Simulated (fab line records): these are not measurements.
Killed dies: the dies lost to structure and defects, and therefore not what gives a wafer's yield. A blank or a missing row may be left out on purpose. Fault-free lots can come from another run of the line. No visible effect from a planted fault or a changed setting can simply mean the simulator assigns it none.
Struck lot and sound lot, side by side | flow gf180mcu | 41 steps out of a route of 602
Sound: the wafers L950.1, L950.2, L950.6. Wafers L967.1, L967.2, L967.4 were the ones struck. Last of all comes the cause.
Order at every step that has rows: each side's tool, ch and its chambers, its first start. Under that, the readings that differ: sound wafers | struck wafers | difference of the means | sigmas: that difference in standard deviations of wafers without a fault.
alike: a reading whose means differ by less than 2 such deviations, as well as words and numbers matching on both sides. not compared: withheld readings; readings where some wafer has no value; bounds like >300 that might hide an equal value; numbers whose values overlap and for which the record gives no deviation.
Wherever a step has rows on one side only, a row that says differs or no value, or a row with sigmas, the two part there. Numbers that have no deviation but don't overlap get no sigmas and don't part them. A reading that every wafer of one side lacks parts them only if that side has two wafers or more.

GF_V4_RS_MEAS_24: uses a four-point probe to measure.
  sound on filmMetro-01, day 25 02:55; struck on filmMetro-04, day 30 01:11
  alike: V4_W_RS
GF_V4_THK_MEAS_25: measures by xrf.
  sound on filmMetro-01, day 25 03:02; struck on filmMetro-04, day 30 01:18
  alike: V4_W_THK
GF_V4_CMP_26: polishes, stops on SiO2, t overpolish 15 s, target thk 0 nm.
  sound on cmp-01 ch 1,2,3, day 25 03:06; struck on cmp-02 ch 1,2,3, day 30 01:22
reading             | sound    | struck   | difference | sigmas
timeToEndpointS (s) | 76 78 77 | 90 79 84 | +7         | +2
  alike: motorCurrentA, overpolishRunS, retainingRingPressureFrac
then, 3 steps without rows for these wafers: GF_MIM_SPUTTER_00 (material Ti, target thk 37.5 nm, time 150 s); GF_MIM_SPUTTER_01 (material TiN, target thk 30 nm, time 25 s); GF_MIM_SPUTTER_02 (material AlCu, target thk 450 nm, time 23.9 s).
GF_MIM_SPUTTER_03: material Ti, target thk 10 nm, time 6.7 s.
  sound on pvdSputter-02, day 25 03:34; struck on pvdSputter-01, day 30 01:50
  alike: throttleValvePct
GF_MIM_SPUTTER_04: material TiN, target thk 50 nm, time 41.7 s.
  sound on pvdSputter-02, day 25 03:35; struck on pvdSputter-01, day 30 01:51
  alike: throttleValvePct
GF_MIM_CVD_05: deposits Si3N4, target thk 42 nm, time 29.086 s.
  sound on pecvd-02 ch 1,2, day 25 03:37; struck on pecvd-03 ch 1,2, day 30 01:53
  alike: heaterPowerW, susceptorTempC
GF_MIM_THK_MEAS_06:
  sound on filmMetro-02, day 25 03:39; struck on filmMetro-02, day 30 01:55
  alike: MIM_CVD_05_THK
then, 2 steps without rows for these wafers: GF_MIM_SPUTTER_07 (material TiN, target thk 60 nm, time 50 s); GF_MIM_SPUTTER_08 (material AlCu, target thk 200 nm, time 10.6 s).
GF_MIM_SPUTTER_09: material TiN, target thk 35 nm, time 29.2 s.
  sound on pvdSputter-04, day 25 03:47; struck on pvdSputter-02, day 30 02:03
reading                                | sound             | struck           | difference | sigmas
model.TiN_of_MIM_SPUTTER_09.thkNm (nm) | 35.47 35.57 35.28 | 28.94 28.6 28.36 | -6.81      | 
  alike: throttleValvePct
GF_MIM_RS_MEAS_10: uses a four-point probe to measure.
  sound on filmMetro-03, day 25 03:49; struck on filmMetro-01, day 30 02:05
  alike: MIM_ALCU_RS
GF_MIM_THK_MEAS_11: measures by xrf.
  sound on filmMetro-03, day 25 03:56; struck on filmMetro-01, day 30 02:12
  alike: MIM_ALCU_THK
then, 18 steps without rows for these wafers: GF_MIM_DEHYDRATE_12 (time 60 s); GF_MIM_HMDS_13 (prime time 60 s); GF_MIM_COAT_14 (resist thk 1000 nm); GF_MIM_SOFTBAKE_15 (time 60 s); GF_MIM_EXPOSE_16 (exposes mask FuseTop, target cd 2000 nm); GF_MIM_PEB_17; GF_MIM_DEVELOP_18 (develop time 60 s); GF_MIM_METAL_ETCH_19 (etches the open film in Cl2/BCl3, stops on Si3N4, target depth 324.5 nm, time 54.1 s); GF_MIM_STRIP_20 (strips in O2/N2); GF_MIM_STRIP_21 (strips in post etch residue remover, time 1200 s); GF_MIM_CLEAN_22 (cleans in DIW); GF_M5_DEHYDRATE_00 (time 60 s); GF_M5_HMDS_01 (prime time 60 s); GF_M5_COAT_02 (resist thk 1000 nm); GF_M5_SOFTBAKE_03 (time 60 s); GF_M5_EXPOSE_04 (exposes mask Metal5, target cd 280 nm); GF_M5_PEB_05 (peb time 90 s); GF_M5_DEVELOP_06 (develop time 60 s).
GF_M5_CD_MEAS_07: the cd target is 280 nm.
  sound on cdSem-02, day 26 21:55; struck on cdSem-01, day 31 14:40
  alike: cdNm
GF_M5_OVL_MEAS_08:
  sound on overlay-01, day 26 22:02; struck on overlay-01, day 31 14:47
  alike: M5_OVL
GF_M5_ETCH_09: etches Si3N4 in CF4/O2, target depth 52 nm, time 11.6 s.
  sound on rieDiel-03 ch 0,1, day 26 22:04; struck on rieDiel-01 ch 0,1,2, day 31 14:49
reading                  | sound       | struck      | difference | sigmas
drypumpMotorCurrentA (A) | 5.6 5.3 5.3 | 6.2 6.6 6.3 | +1.0       | +2
  alike: oesProductAu, throttleValvePct
  not compared: rfHoursCounterH
then, 2 steps without rows for these wafers: GF_M5_METAL_ETCH_10 (etches the open film in Cl2/BCl3, stops on SiO2, target depth 627.5 nm, time 104.6 s); GF_M5_STRIP_11 (strips in O2/N2).
GF_M5_STRIP_12: strips in post etch residue remover, time 1200 s.
  sound on wetBench-01 ch 0, day 26 22:19; struck on wetBench-03 ch 3, day 31 15:04
reading                                | sound             | struck            | difference | sigmas
model.TiN_of_MIM_SPUTTER_09.thkNm (nm) | 34.62 34.73 34.44 | 28.11 27.77 27.53 | -6.79      | 
then, 1 step without rows for these wafers: GF_M5_CLEAN_13 (cleans in DIW).
GF_PASSIVATION_PROBE_99:
  the record has rows for the sound wafers here (prober-01, day 29 14:37) and none for the struck ones

WHERE THEY PART
Last at GF_PASSIVATION_PROBE_99 as far as this record goes, first at GF_V4_CMP_26.

WHY: what had been put in by the simulator
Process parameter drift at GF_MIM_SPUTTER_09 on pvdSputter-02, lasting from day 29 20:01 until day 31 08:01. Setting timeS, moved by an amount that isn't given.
